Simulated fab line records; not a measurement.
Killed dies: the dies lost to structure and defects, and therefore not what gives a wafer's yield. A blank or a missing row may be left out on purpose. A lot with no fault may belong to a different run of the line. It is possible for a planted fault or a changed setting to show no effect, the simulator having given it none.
Matching of chambers ; flow gf180mcu ; 4 sister chambers for GF_POLY_GATE_ETCH_12 on rie-diel-02
The step etches BARC in N2/H2. 8 wafers are shown with their chamber, then 7 later ones without.

== WAFERS, EACH WITH ITS CHAMBER ==
wafer;chamber;bias-w (W);oes-product-au (a.u.)
L965.1;0;99.9;0.741
L965.2;1;100.2;0.737
L965.6;2;100.2;0.729
L967.1;2;99.8;0.737
L967.3;3;100.3;0.738
L967.6;1;100.1;0.740
L976.3;3;100.1;0.738
L976.5;0;100.0;0.733

== WAFERS MISSING THEIR CHAMBER ==
wafer;bias-w (W);oes-product-au (a.u.)
L976.6;100.2;0.745
L978.2;100.3;0.735
L978.3;100.0;0.741
L978.6;99.7;0.742
L979.3;99.9;0.730
L979.4;100.0;0.739
L979.6;99.4;0.736

== THE CHAMBER EACH PASSED THROUGH ==
wafer;from the rows above;in truth
L976.6;can't be placed: 1 or 3 or 0 or 2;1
L978.2;can't be placed: 3 or 1 or 2 or 0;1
L978.3;can't be placed: 0 or 1 or 3 or 2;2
L978.6;can't be placed: 0 or 2 or 1 or 3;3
L979.3;can't be placed: 2 or 0 or 1 or 3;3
L979.4;can't be placed: 0 or 1 or 3 or 2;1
L979.6;can't be placed: 0 or 2 or 1 or 3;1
Correctly placed: 0 of 7. Cannot be placed on the basis of these rows: 7; the candidates contain the true chamber in 7. Wrongly placed: 0.
How it was worked out, from the rows above alone: a wafer's distance from a chamber is the root of the sum, over the readings, of the square of ((its reading less the chamber's mean) divided by the reading's scatter). The wafer belongs to the nearest chamber; if the next one is less than 2 further off, it can't be placed. For every chamber, the mean is computed from those of its wafers that are shown. The scatter: the root of (the sum of the squares of (reading less its chamber's mean) over the shown wafers, divided by (wafers less chambers)).
